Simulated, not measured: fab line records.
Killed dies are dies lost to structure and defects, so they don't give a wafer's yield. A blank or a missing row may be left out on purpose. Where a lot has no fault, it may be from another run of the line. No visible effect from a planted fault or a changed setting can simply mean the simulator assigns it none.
Chamber matching + flow sky130 + cmp-02 running SKY_CONTACT_CMP_27: 4 sister chambers
The step polishes, stops on SiO2, t overpolish 15 s, target thk 0 nm. 14 wafers are shown with their chamber, then 7 later ones without.

## WAFERS PAIRED WITH THEIR CHAMBERS
| wafer  | chamber | motor_current_A (A) | overpolish_run_s (s) | time_to_endpoint_s (s) |
|--------|---------|---------------------|----------------------|------------------------|
| L271.2 | 1       | 11.2                | 14.997               | 81                     |
| L271.3 | 0       | 9.6                 | 15.006               | 80                     |
| L271.5 | 1       | 10.9                | 14.993               | 81                     |
| L272.1 | 0       | 9.0                 | 14.979               | 83                     |
| L272.2 | 1       | 10.8                | 14.995               | 83                     |
| L272.3 | 2       | 11.3                | 15.000               | 85                     |
| L278.3 | 2       | 10.8                | 14.998               | 82                     |
| L278.4 | 0       | 9.3                 | 15.003               | 76                     |
| L278.5 | 3       | 11.3                | 15.016               | 79                     |
| L281.1 | 3       | 10.1                | 15.013               | 82                     |
| L281.2 | 1       | 11.0                | 15.000               | 84                     |
| L281.4 | 2       | 11.1                | 15.006               | 87                     |
| L283.3 | 0       | 9.3                 | 14.999               | 80                     |
| L283.4 | 1       | 10.7                | 15.008               | 80                     |

SIGNATURES, as means of the wafers listed above
| reading            | chamber 0 | chamber 1 | chamber 2 | chamber 3 | scatter within a chamber |
|--------------------|-----------|-----------|-----------|-----------|--------------------------|
| motor_current_A    | 9.300     | 10.920    | 11.067    | 10.700    | 0.343                    |
| overpolish_run_s   | 14.99675  | 14.99860  | 15.00133  | 15.01450  | 0.00788                  |
| time_to_endpoint_s | 79.75     | 81.80     | 84.67     | 80.50     | 2.3                      |
Rule: for a wafer and a chamber, the distance is found by dividing, reading by reading, the gap between the wafer's reading and the chamber's mean by the reading's scatter, squaring, summing and taking the root. If the next closest chamber is less than 2 further off than the closest, the wafer can't be placed; otherwise it belongs to the closest. How the scatter is found: for the shown wafers, subtract from each reading the mean of its chamber, square and add these, divide the total by (wafers less chambers), then take the root.

## WAFERS MISSING THEIR CHAMBER
| wafer  | motor_current_A (A) | overpolish_run_s (s) | time_to_endpoint_s (s) |
|--------|---------------------|----------------------|------------------------|
| L283.5 | 9.1                 | 15.004               | 80                     |
| L284.1 | 9.8                 | 15.009               | 75                     |
| L284.3 | 11.6                | 15.005               | 82                     |
| L284.5 | 10.7                | 15.004               | 75                     |
| L286.1 | 10.7                | 15.013               | 81                     |
| L286.2 | 11.6                | 15.003               | 85                     |
| L286.6 | 10.7                | 15.006               | 84                     |

## EACH ONE'S CHAMBER
| wafer  | from the rows above               | in truth |
|--------|-----------------------------------|----------|
| L283.5 | 0                                 | 0        |
| L284.1 | can't be placed: 0 or 3 or 1      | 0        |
| L284.3 | can't be placed: 2 or 1 or 3      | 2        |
| L284.5 | can't be placed: 3 or 1 or 2 or 0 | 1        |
| L286.1 | can't be placed: 3 or 1           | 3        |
| L286.2 | can't be placed: 2 or 1           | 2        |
| L286.6 | can't be placed: 2 or 1 or 3      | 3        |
Correct placement for 1 of the 7. From these rows, 6 cannot be placed; in 6 the true chamber is one of the candidates. Wrongly placed: 0.
